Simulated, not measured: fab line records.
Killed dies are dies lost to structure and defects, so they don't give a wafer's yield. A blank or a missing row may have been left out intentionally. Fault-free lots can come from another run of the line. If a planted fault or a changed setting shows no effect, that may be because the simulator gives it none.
Code-filled problem report in 8D (eight disciplines) form || flow sky130 || the parts of the form that need people (team, actions taken, sign-off) are left out

== 1. PROBLEM STATEMENT ==
Wafers free of any fault read 1814 (standard deviation 8.7) for NWELL_TW at SKY_NWELL_TW_MEAS_15, against a mean of 1858 on 6 wafers of 2 lots. Relative to the usual mean, that is a shift of +5.1 standard deviations.
Seen first at day 6 23:53 on filmMetro-01, wafer L772.1. The record holds 42 wafers of 14 lots with a number at this step. The rule behind "out" and "out of limits": a value lying over 4 standard deviations away from the usual mean. Any other wafer with a number is counted as sound.

== 2. WHAT IT IS; WHAT IT IS NOT ==
{"question": "which readings at this step", "is": "NWELL_TW", "is not": "-"}
{"question": "which lots", "is": "L772, L777", "is not": "L762, L763, L764, L766, L767, L771, L775, L781, L782, L783, L784, L785"}
{"question": "which wafers of those lots", "is": "all that have a number", "is not": "-"}
{"question": "read on which gauges", "is": "filmMetro-01", "is not": "filmMetro-03, filmMetro-04"}
{"question": "when", "is": "from day 6 23:53", "is not": "up to then (18 sound wafers); but 18 sound wafers of L775, L781, L782, L783, L784, L785 came after"}

== 3. THE SUSPECTS, EACH WITH WHAT RULES IT OUT ==
Counting: a tool at a process step up to the reading stays a suspect if it ran every lot that is out and no sound lot after the first of them.
- the gauge at SKY_NWELL_TW_MEAS_15 has been ruled out. All the wafers that are out were read on filmMetro-01, but those of them that SKY_NWELL_IMPLANT_11 has rows for are out there too, on other tools.
- implanter-02 at SKY_NWELL_IMPLANT_11: kept. It ran every lot that is out, first L772 (day 6 23:20), and no sound lot after that; its last sound lot up to then is L771 (day 6 15:50). Its own doseIonsCm2 readings are out on those wafers.
Remaining after the count: implanter-02 at SKY_NWELL_IMPLANT_11.

== 4. THE CAUSE (what the simulator had put in) ==
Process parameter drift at SKY_NWELL_IMPLANT_11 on implanter-02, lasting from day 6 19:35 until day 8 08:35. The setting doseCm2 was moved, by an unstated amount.
This tool alone remained once counting was done.

== 5. SEQUENCE OF EFFECTS, ordered by route ==
One row per reading whose mean, taken over the struck wafers that have a number, lies over 3 standard deviations from the usual. Readings are gone through only where the record gives a usual standard deviation; hours: the median, over the lots, of the time from a lot's start at the first step in this table giving one to that lot's start at this step; sigmas: the change measured in usual standard deviations.
{"hours": 0, "step": "SKY_NWELL_IMPLANT_11", "reading": "doseIonsCm2", "usual": 1.9e+13, "on struck wafers": 2.0e+13, "change": "+1.4e+12", "sigmas": "+61"}
{"hours": 0, "step": "SKY_NWELL_IMPLANT_11", "reading": "faradayCurrentUA", "usual": 107.2, "on struck wafers": 116.2, "change": "+9.0", "sigmas": "+4.3"}
{"hours": 1, "step": "SKY_NWELL_TW_MEAS_15", "reading": "NWELL_TW", "usual": 1814, "on struck wafers": 1858, "change": "+44", "sigmas": "+5.1"}
{"hours": 22, "step": "SKY_NWELL_RS_MEAS_29", "reading": "NWELL_RS", "usual": "624.5 ohm/sq", "on struck wafers": 601.0, "change": -23.5, "sigmas": -14}
The process steps in it:
- SKY_NWELL_IMPLANT_11

== 6. WHAT WOULD HAVE CAUGHT IT SOONER ==
In this record the first reading out of limits at a measuring or inspecting step was taken at day 6 23:53, 4 hours after the fault began at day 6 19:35.
Tool's own readings at SKY_NWELL_IMPLANT_11, doseIonsCm2: out on all struck wafers the step has rows for; an alarm limit on them would have tripped on the first.
Lots out: 2; of these, L777 started SKY_NWELL_IMPLANT_11 on implanter-02 after day 6 23:53. A hold on the tool at that time would have spared it.
